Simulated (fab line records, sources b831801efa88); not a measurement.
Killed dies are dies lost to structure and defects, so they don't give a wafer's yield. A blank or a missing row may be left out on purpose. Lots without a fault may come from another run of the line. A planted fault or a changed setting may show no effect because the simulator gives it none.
Which tool did it? | flow gf180mcu | 13 lots, 39 wafers sampled, at 4 steps of a route of 602

WHAT THE GAUGES READ, wafer by wafer
GF_MIM_THK_MEAS_06.
lot  | measured     | on            | MIM_CVD_05_THK (nm)
L224 | day 24 13:00 | film_metro-02 | 42.5 42.0 42.4
L225 | day 27 20:52 | film_metro-02 | 42.1 42.8 42.4
L226 | day 24 23:45 | film_metro-02 | 41.7 41.6 41.5
L227 | day 25 07:58 | film_metro-02 | 41.2 41.8 42.1
L228 | day 25 10:11 | film_metro-03 | 41.4 41.0 41.5
L229 | day 25 23:51 | film_metro-04 | 41.3 40.8 42.5
L230 | day 26 10:43 | film_metro-02 | 42.7 42.4 43.3
L232 | day 27 11:04 | film_metro-03 | 41.2 42.2 41.8
L233 | day 27 16:08 | film_metro-03 | 42.2 41.4 42.2
L235 | day 28 11:09 | film_metro-03 | 42.4 42.1 42.3
L237 | day 29 05:20 | film_metro-03 | 40.6 41.9 41.8
L240 | day 29 15:13 | film_metro-02 | 42.2 42.7 42.2
L244 | day 30 16:32 | film_metro-03 | 41.4 42.7 41.9

WHICH TOOL RAN EACH LOT (tool, then ch and the chambers of the sampled wafers, then the start)
lot  | GF_V2_SPUTTER_21             | GF_MIM_SPUTTER_00            | GF_MIM_SPUTTER_02
L224 | pvd_sputter-01, day 20 10:02 | pvd_sputter-04, day 24 12:43 | pvd_sputter-04, day 24 12:51
L225 | pvd_sputter-01, day 20 15:32 | pvd_sputter-02, day 27 20:36 | pvd_sputter-02, day 27 20:44
L226 | pvd_sputter-04, day 20 20:40 | pvd_sputter-02, day 24 23:30 | pvd_sputter-02, day 24 23:38
L227 | pvd_sputter-03, day 21 05:32 | pvd_sputter-04, day 25 07:43 | pvd_sputter-04, day 25 07:50
L228 | pvd_sputter-03, day 21 09:00 | pvd_sputter-04, day 25 09:55 | pvd_sputter-04, day 25 10:03
L229 | pvd_sputter-03, day 22 01:13 | pvd_sputter-02, day 25 23:35 | pvd_sputter-02, day 25 23:43
L230 | pvd_sputter-04, day 22 13:06 | pvd_sputter-01, day 26 10:26 | pvd_sputter-01, day 26 10:34
L232 | pvd_sputter-04, day 23 14:48 | pvd_sputter-04, day 27 10:49 | pvd_sputter-04, day 27 10:56
L233 | pvd_sputter-04, day 23 20:04 | pvd_sputter-01, day 27 15:53 | pvd_sputter-01, day 27 16:01
L235 | pvd_sputter-04, day 24 17:46 | pvd_sputter-02, day 28 10:53 | pvd_sputter-02, day 28 11:01
L237 | pvd_sputter-04, day 25 14:29 | pvd_sputter-02, day 29 05:04 | pvd_sputter-02, day 29 05:12
L240 | pvd_sputter-04, day 26 00:19 | pvd_sputter-01, day 29 14:58 | pvd_sputter-01, day 29 15:06
L244 | pvd_sputter-01, day 27 06:04 | pvd_sputter-01, day 30 16:16 | pvd_sputter-01, day 30 16:23
- GF_V2_SPUTTER_21: material Ti, target thk 15 nm, time 80.02 s.
- GF_MIM_SPUTTER_00: material Ti, target thk 37.5 nm, time 150 s.
- GF_MIM_SPUTTER_02: material AlCu, target thk 450 nm, time 23.9 s.

WHAT THE TOOLS THEMSELVES READ (means of the sampled wafers that have a number; where no wafer has one, the mark that the record gives instead)
GF_V2_SPUTTER_21.
lot  | tool           | cathode_dc_power_W (W) | throttle_valve_pct (%)
L224 | pvd_sputter-01 | 2499.7                 | 29.5
L225 | pvd_sputter-01 | 2499.9                 | 29.5
L226 | pvd_sputter-04 | 2500.4                 | 30.7
L227 | pvd_sputter-03 | 2499.9                 | 30.9
L228 | pvd_sputter-03 | 2500.0                 | 30.5
L229 | pvd_sputter-03 | 2500.6                 | 31.2
L230 | pvd_sputter-04 | 2500.0                 | 31.6
L232 | pvd_sputter-04 | 2500.4                 | 30.6
L233 | pvd_sputter-04 | 2500.0                 | 31.2
L235 | pvd_sputter-04 | 2500.0                 | 31.1
L237 | pvd_sputter-04 | 2500.4                 | 30.0
L240 | pvd_sputter-04 | 2500.0                 | 31.2
L244 | pvd_sputter-01 | 2500.3                 | 29.6

GF_MIM_SPUTTER_00.
lot  | tool           | cathode_dc_power_W (W) | throttle_valve_pct (%)
L224 | pvd_sputter-04 | 4000.4                 | 29.8
L225 | pvd_sputter-02 | 3999.7                 | 30.7
L226 | pvd_sputter-02 | 3999.4                 | 30.6
L227 | pvd_sputter-04 | 3999.5                 | 29.4
L228 | pvd_sputter-04 | 4000.0                 | 30.4
L229 | pvd_sputter-02 | 4000.1                 | 30.7
L230 | pvd_sputter-01 | 4001.0                 | 30.3
L232 | pvd_sputter-04 | 4000.1                 | 29.8
L233 | pvd_sputter-01 | 3999.4                 | 29.7
L235 | pvd_sputter-02 | 4000.1                 | 30.8
L237 | pvd_sputter-02 | 4000.5                 | 30.6
L240 | pvd_sputter-01 | 3999.8                 | 30.3
L244 | pvd_sputter-01 | 4000.3                 | 29.3

GF_MIM_SPUTTER_02.
lot  | tool           | cathode_dc_power_W (W) | throttle_valve_pct (%)
L224 | pvd_sputter-04 | 10600                  | 29.8
L225 | pvd_sputter-02 | 10599                  | 30.6
L226 | pvd_sputter-02 | 10598                  | 30.5
L227 | pvd_sputter-04 | 10600                  | 29.5
L228 | pvd_sputter-04 | 10602                  | 30.6
L229 | pvd_sputter-02 | 10600                  | 30.9
L230 | pvd_sputter-01 | 10601                  | 30.4
L232 | pvd_sputter-04 | 10601                  | 30.0
L233 | pvd_sputter-01 | 10601                  | 29.9
L235 | pvd_sputter-02 | 10599                  | 30.8
L237 | pvd_sputter-02 | 10599                  | 30.6
L240 | pvd_sputter-01 | 10598                  | 30.4
L244 | pvd_sputter-01 | 10601                  | 29.3

THE ANSWER, worked out from the rows above alone
Rule: what is usual is taken from the lots themselves. Put in order of their means at a reading, lots are off if they are a third of the lots or fewer, leave a main group of 4 or more, and stand apart from it by a gap of 3 or more times the standard deviation of the main group's means; of several such gaps the widest counts. A main group whose means are all the same, to the digits that the tables above print for the reading, isn't used. A lot without any number at a reading at which 4 lots or more have one is off too. The other lots that the step has rows for count as sound. The gauges are gone through in route order, then the tools' own readings, and for those a lot's mean is taken as printed above. The first step at which some lot is off is used, and at that step the reading that is off furthest; a lot without a number counts as furthest.
No lot is off at any reading shown: from this, nothing can be told.

WHAT THE SIMULATOR HAD PUT IN
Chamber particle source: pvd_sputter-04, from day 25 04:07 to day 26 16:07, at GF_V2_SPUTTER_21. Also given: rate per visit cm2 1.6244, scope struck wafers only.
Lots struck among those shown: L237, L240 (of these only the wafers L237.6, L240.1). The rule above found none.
